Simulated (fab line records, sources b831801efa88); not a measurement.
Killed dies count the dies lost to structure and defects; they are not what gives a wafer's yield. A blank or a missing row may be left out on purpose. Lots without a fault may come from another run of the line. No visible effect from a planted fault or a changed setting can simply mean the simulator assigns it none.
Split-lot trial -- flow gf180mcu -- 23 wafers read from 5 lots, route of 602 steps

== SPLIT DETAILS ==
At GF_MVSD_STRIP_10 (strips in O2/N2), the setting powerW was moved away from the recipe's 1400 W on 10 of the 23 wafers read, by -6.1% to +10.0%. This setting was run at the recipe's value on the other wafers.

The reading is taken at the split's own step.

== THE READING ==
oesProductAu, in a.u., at GF_MVSD_STRIP_10 (strips in O2/N2). Fault-free wafers of this fab line usually give 0.723 a.u., standard deviation 0.004 a.u.

wafer,"tool, chamber at the split","powerW as run, W",against the recipe,"oesProductAu, a.u.",against lot-mates on the recipe
L074.1,"plasmaAsher-02, 1",1499,+7.1%,0.748,+0.027
L074.2,"plasmaAsher-02, 0",1499,+7.1%,0.753,+0.032
L074.4,"plasmaAsher-02, 0",1499,+7.1%,0.744,+0.023
L074.5,"plasmaAsher-02, 1",1400,recipe,0.721,-
L074.6,"plasmaAsher-02, 0",1400,recipe,0.721,-
L075.1,"plasmaAsher-03, 0",1400,recipe,0.728,-
L075.3,"plasmaAsher-03, 1",1400,recipe,0.722,-
L075.4,"plasmaAsher-03, 0",1540,+10.0%,0.761,+0.036
L075.5,"plasmaAsher-03, 1",1540,+10.0%,0.765,+0.040
L075.6,"plasmaAsher-03, 0",1400,recipe,0.724,-
L082.1,"plasmaAsher-02, 1",1314,-6.1%,0.701,-0.017
L082.2,"plasmaAsher-02, 0",1400,recipe,0.723,-
L082.3,"plasmaAsher-02, 0",1400,recipe,0.714,-
L082.5,"plasmaAsher-02, 1",1314,-6.1%,0.700,-0.018
L082.6,"plasmaAsher-02, 0",1314,-6.1%,0.700,-0.018
L083.2,"plasmaAsher-03, 0",1450,+3.6%,0.741,+0.016
L083.3,"plasmaAsher-03, 0",1400,recipe,0.723,-
L083.4,"plasmaAsher-03, 1",1400,recipe,0.729,-
L083.5,"plasmaAsher-03, 1",1400,recipe,0.723,-
L083.6,"plasmaAsher-03, 0",1450,+3.6%,0.731,+0.006
L084.1,"plasmaAsher-04, 1",1400,recipe,0.726,-
L084.2,"plasmaAsher-04, 0",1400,recipe,0.730,-
L084.4,"plasmaAsher-04, 1",1400,recipe,0.714,-

THE FIT
A straight line over all 23 wafers: oesProductAu changes by +0.00378 a.u. for each +1% of powerW; r = +0.97; the points scatter about the line by 0.0044 a.u.
The same after taking each lot's own level away (the mean of its wafers on the recipe; 23 wafers): +0.00355 a.u. for each +1%; r = +0.97; scatter 0.0043 a.u.
According to that fit, moving powerW by its largest amount changes the reading by 0.035 a.u.
From 0.7185 to 0.7250 a.u.: that is the span of the lots' own levels, equal to 1.6 times the standard deviation above.
Consequently the slope shifts little with the lot-to-lot level, the two slopes agreeing.
Check: with one of the wafers moved furthest among these (+10.0%) left out of the fit, the line predicts +0.0363 a.u. for it against its lot-mates. Against them it came out at +0.0363 a.u.
Tool readings at the split's step, against how far the setting was moved: oesProductAu r = +0.97; stripTimeToEndpointS r = -1.00.

== FURTHER SPLITS ON THESE WAFERS ==
Note: prior to the reading, these wafers also went through further splits. Each is held against what the fit with the lots' levels taken away leaves over:
other split on the same wafers,wafers away from the commonest value,r with oesProductAu (lot level and that fit taken away)
GF_STI_CVD_03 pressureMtorr,18,-0.18
GF_STI_ETCH_14 timeS,8,+0.12
GF_STI_CVD_23 sih4FlowSccm,9,-0.19
GF_STI_OXIDATION_29 tempC,18,+0.19

== THE WHOLE CHAIN: every reading that the file lists as answering this split, in the file's order ==
step,what it does,reading,change (the file's fit),r (the file's)
GF_MVSD_STRIP_10,strips in O2/N2,oesProductAu,+0.00364 a.u. for each +1% of the setting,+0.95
GF_MVSD_STRIP_10,strips in O2/N2,stripTimeToEndpointS,withheld for each +1% of the setting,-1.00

== FILE'S OWN FIT ==
oesProductAu changes by +0.00364 a.u. for each +1% of powerW, r = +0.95.
